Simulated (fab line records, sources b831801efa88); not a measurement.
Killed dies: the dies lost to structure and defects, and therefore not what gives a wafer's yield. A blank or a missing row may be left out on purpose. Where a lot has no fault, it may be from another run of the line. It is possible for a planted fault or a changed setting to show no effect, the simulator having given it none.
Which tool was responsible? | flow sky130 | 11 lots, 33 wafers sampled, at 2 steps of a route of 708

== WHAT EACH GAUGE READ, for each wafer ==
SKY_VIA3_OVL_MEAS_13.
lot  | measured     | on         | VIA3_OVL (nm)
L161 | day 40 07:55 | overlay-02 | 4 4 3
L163 | day 40 21:40 | overlay-01 | -2 -2 -13
L165 | day 41 11:49 | overlay-02 | -9 -7 -6
L172 | day 43 22:41 | overlay-02 | 3 3 2
L173 | day 43 23:22 | overlay-02 | -4 -1 -9
L176 | day 44 15:55 | overlay-02 | -5 -5 -1
L178 | day 45 01:36 | overlay-01 | -3 -10 -1
L181 | day 45 21:36 | overlay-01 | 5 2 2
L182 | day 46 03:46 | overlay-01 | -2 3 -4
L183 | day 46 06:11 | overlay-02 | -9 -4 3
L184 | day 46 10:43 | overlay-02 | -3 -6 -4

== WHICH TOOL RAN EACH LOT (tool, then ch and the chambers of the sampled wafers, then the start) ==
lot  | SKY_VIA3_CMP_02
L161 | cmp-01 ch 0,2,3, day 39 06:38
L163 | cmp-02 ch 0,1,2, day 39 20:26
L165 | cmp-01 ch 0,1,2, day 40 11:20
L172 | cmp-01 ch 1,2, day 42 22:48
L173 | cmp-01 ch 0,2,3, day 42 23:12
L176 | cmp-02 ch 0,2, day 43 16:38
L178 | cmp-02 ch 0,1,2, day 44 02:38
L181 | cmp-02 ch 0,1,2, day 44 23:50
L182 | cmp-01 ch 0,1,2, day 45 05:25
L183 | cmp-01 ch 0,2,3, day 45 08:25
L184 | cmp-02 ch 0,2,3, day 45 12:48
- SKY_VIA3_CMP_02: polishes SiO2.

== THE ANSWER, worked out from the rows above alone ==
Rule: the lots themselves supply what counts as usual. Put in order of their means at a reading, lots are off if they are a third of the lots or fewer, leave a main group of 4 or more, and stand apart from it by a gap of 3 or more times the standard deviation of the main group's means; of several such gaps the widest counts. A main group is skipped when, at the precision printed for the reading in the tables above, its means are all equal. Also off: a lot with no number at a reading for which 4 or more lots have one. Any other lot the step has rows for is counted as sound.
No lot is off on any of the readings shown, so nothing can be concluded from this.

== WHAT THE SIMULATOR HAD INSERTED ==
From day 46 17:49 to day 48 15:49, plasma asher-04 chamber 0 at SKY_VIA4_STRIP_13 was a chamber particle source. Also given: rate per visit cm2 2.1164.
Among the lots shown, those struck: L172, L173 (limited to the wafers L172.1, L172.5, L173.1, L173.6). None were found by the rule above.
